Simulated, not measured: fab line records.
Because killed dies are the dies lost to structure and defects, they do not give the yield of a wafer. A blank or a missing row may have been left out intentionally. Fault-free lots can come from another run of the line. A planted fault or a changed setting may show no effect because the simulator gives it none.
One fault through the eyes of 2 desks -- flow gf180mcu -- numbers are kept per desk, each desk with only its own; the story behind them comes last

== DESK OF THE TOOL OWNER: rieDiel-02 ==
The tool's own readings at GF_V5_ETCH_17 (etches SiO2 in C4F8/O2/Ar, stops on TiN, target depth 855 nm): means of the sampled wafers that have a number, for each lot that ran on this tool. Any lot whose mean is over 4 standard deviations away from the usual mean is out of limits and marked OUT; that distance is given in the brackets.
Columns: A = oesProductAu at GF_V5_ETCH_17, usual 0.860 a.u.
lot,first seen here,A
L753,day 28 12:00,0.858
L758,day 29 20:00,0.864
L772,day 33 18:00,0.859
Finding of this desk: none of the 3 lots has anything out of limits.

== METROLOGY DESK ==
What the gauges read for every lot (on any tool): the sampled wafers with a number, averaged. Any lot whose mean is over 4 standard deviations away from the usual mean is out of limits and marked OUT; that distance is given in the brackets.
Columns: A = PASSIVATION_BOW at GF_PASSIVATION_BOW_MEAS_14, usual 134 um
lot,first seen here,A
L749,day 29 02:08,130
L750,day 29 07:20,129
L751,day 29 10:27,159
L752,day 29 22:38,139
L753,day 30 06:42,141
L756,day 30 18:10,131
L758,day 31 12:31,153
L760,day 32 06:20,130
L763,day 33 01:04,128
L764,day 33 03:03,134
L767,day 33 16:53,134
L768,day 34 02:20,129
L772,day 35 03:32,114
Finding of this desk: none of the 13 lots has anything out of limits.

== BROUGHT TOGETHER ==
The desk of the tool owner found nothing out of limits.
Metrology desk: nothing out of limits seen.

== WHAT THE SIMULATOR HAD INSERTED ==
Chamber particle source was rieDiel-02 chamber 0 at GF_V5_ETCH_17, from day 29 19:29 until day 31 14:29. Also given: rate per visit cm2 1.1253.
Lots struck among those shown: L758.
